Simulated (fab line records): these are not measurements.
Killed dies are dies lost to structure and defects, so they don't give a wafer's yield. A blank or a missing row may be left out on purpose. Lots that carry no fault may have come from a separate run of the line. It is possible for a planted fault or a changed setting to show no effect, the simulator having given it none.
Which tool did it?    flow gf180mcu    Sampling: 14 lots, 42 wafers, 4 of 602 route steps

WHAT EACH GAUGE READ, for each wafer
GF_V4_CD_MEAS_14: the cd target is 260 nm.
lot   measured      on        cdNm (nm)
L675  day 24 20:11  cdSem-02  260.0 259.1 258.0
L676  day 24 22:32  cdSem-02  259.8 258.8 259.3
L677  day 25 08:14  cdSem-01  261.3 262.2 260.6
L678  day 25 19:47  cdSem-02  260.8 260.7 261.8
L679  day 26 01:35  cdSem-02  261.2 262.3 262.2
L680  day 26 04:52  cdSem-01  261.7 260.1 262.1
L683  day 27 03:36  cdSem-01  259.3 259.4 260.2
L684  day 27 09:55  cdSem-02  260.2 259.8 259.6
L685  day 27 22:04  cdSem-02  260.5 260.1 259.8
L687  day 28 07:55  cdSem-01  260.8 261.1 260.6
L691  day 29 12:23  cdSem-01  259.0 258.4 258.1
L692  day 29 22:47  cdSem-01  259.3 258.3 259.0
L695  day 30 13:32  cdSem-02  261.1 258.7 259.8
L696  day 31 01:42  cdSem-02  261.2 261.1 262.1

GF_V5_BOW_MEAS_05.
lot   measured      on            V5_BOW (um)
L675  day 26 17:14  filmMetro-02  126 139 130
L676  day 26 19:38  filmMetro-02  124 132 125
L677  day 27 05:16  filmMetro-02  149 134 134
L678  day 27 17:50  filmMetro-03  125 131 124
L679  day 27 21:55  filmMetro-02  121 121 115
L680  day 28 00:23  filmMetro-02  143 155 159
L683  day 28 22:30  filmMetro-01  123 127 128
L684  day 29 04:24  filmMetro-02  147 138 140
L685  day 29 16:08  filmMetro-01  128 135 128
L687  day 30 03:37  filmMetro-03  127 122 122
L691  day 31 05:16  filmMetro-02  142 129 123
L692  day 31 13:42  filmMetro-03  131 123 143
L695  day 32 04:25  filmMetro-02  132 135 145
L696  day 32 15:45  filmMetro-01  124 119 123

EACH LOT AND THE TOOL THAT RAN IT (in order: tool; ch and the chambers of the sampled wafers; start)
lot   GF_POLY_GATE_CLEAN_15           GF_MIM_CVD_05
L675  wetBench-04 ch 1, day 9 12:17   pecvd-03 ch 0,2, day 24 21:53
L676  wetBench-03 ch 3, day 9 16:02   pecvd-04 ch 1,2, day 25 00:16
L677  wetBench-04 ch 2, day 9 21:57   pecvd-04 ch 0,2, day 25 09:58
L678  wetBench-02 ch 1, day 10 12:26  pecvd-01 ch 0,2, day 25 21:49
L679  wetBench-02 ch 3, day 10 14:25  pecvd-03 ch 1,2, day 26 03:20
L680  wetBench-04 ch 2, day 10 18:41  pecvd-01 ch 1,2, day 26 06:35
L683  wetBench-03 ch 1, day 11 15:23  pecvd-03 ch 0,1,2, day 27 05:17
L684  wetBench-04 ch 0, day 11 19:22  pecvd-03 ch 1,2, day 27 11:38
L685  wetBench-04 ch 1, day 12 06:31  pecvd-03 ch 0,1, day 27 23:47
L687  wetBench-02 ch 3, day 12 19:31  pecvd-04 ch 1,2, day 28 10:05
L691  wetBench-04 ch 3, day 13 22:40  pecvd-01 ch 1,2, day 29 14:07
L692  wetBench-02 ch 3, day 14 08:12  pecvd-04 ch 0,1,2, day 30 00:31
L695  wetBench-04 ch 2, day 15 02:06  pecvd-03 ch 0,1,2, day 30 15:16
L696  wetBench-02 ch 1, day 15 17:28  pecvd-04 ch 0,1, day 31 03:23
- GF_POLY_GATE_CLEAN_15: cleans in SC1/SC2, time 150 s.
- GF_MIM_CVD_05: deposits Si3N4, target thk 42 nm, time 29.086 s.

WHAT THE TOOLS THEMSELVES READ (means of the sampled wafers that have a number; where no wafer has one, the mark that the record gives instead)
GF_MIM_CVD_05.
lot   tool      heaterPowerW (W)
L675  pecvd-03  632
L676  pecvd-04  708
L677  pecvd-04  641
L678  pecvd-01  813
L679  pecvd-03  587
L680  pecvd-01  616
L683  pecvd-03  664
L684  pecvd-03  593
L685  pecvd-03  665
L687  pecvd-04  710
L691  pecvd-01  604
L692  pecvd-04  674
L695  pecvd-03  657
L696  pecvd-04  653

THE ANSWER, worked out from the rows above alone
Rule: the lots themselves supply what counts as usual. Put in order of their means at a reading, lots are off if they are a third of the lots or fewer, leave a main group of 4 or more, and stand apart from it by a gap of 3 or more times the standard deviation of the main group's means; of several such gaps the widest counts. The tables above print the reading to a certain number of digits; a main group whose means all agree to those digits is not used. A lot without any number at a reading at which 4 lots or more have one is off too. The other lots that the step has rows for count as sound. The gauges are gone through in route order, then the tools' own readings, and for those a lot's mean is taken as printed above. At the first step where some lot is off, the reading lying furthest off is the one used; lots without a number count as furthest.
No lot is off at any reading shown: from this, nothing can be told.

WHAT HAD BEEN PUT IN BY THE SIMULATOR
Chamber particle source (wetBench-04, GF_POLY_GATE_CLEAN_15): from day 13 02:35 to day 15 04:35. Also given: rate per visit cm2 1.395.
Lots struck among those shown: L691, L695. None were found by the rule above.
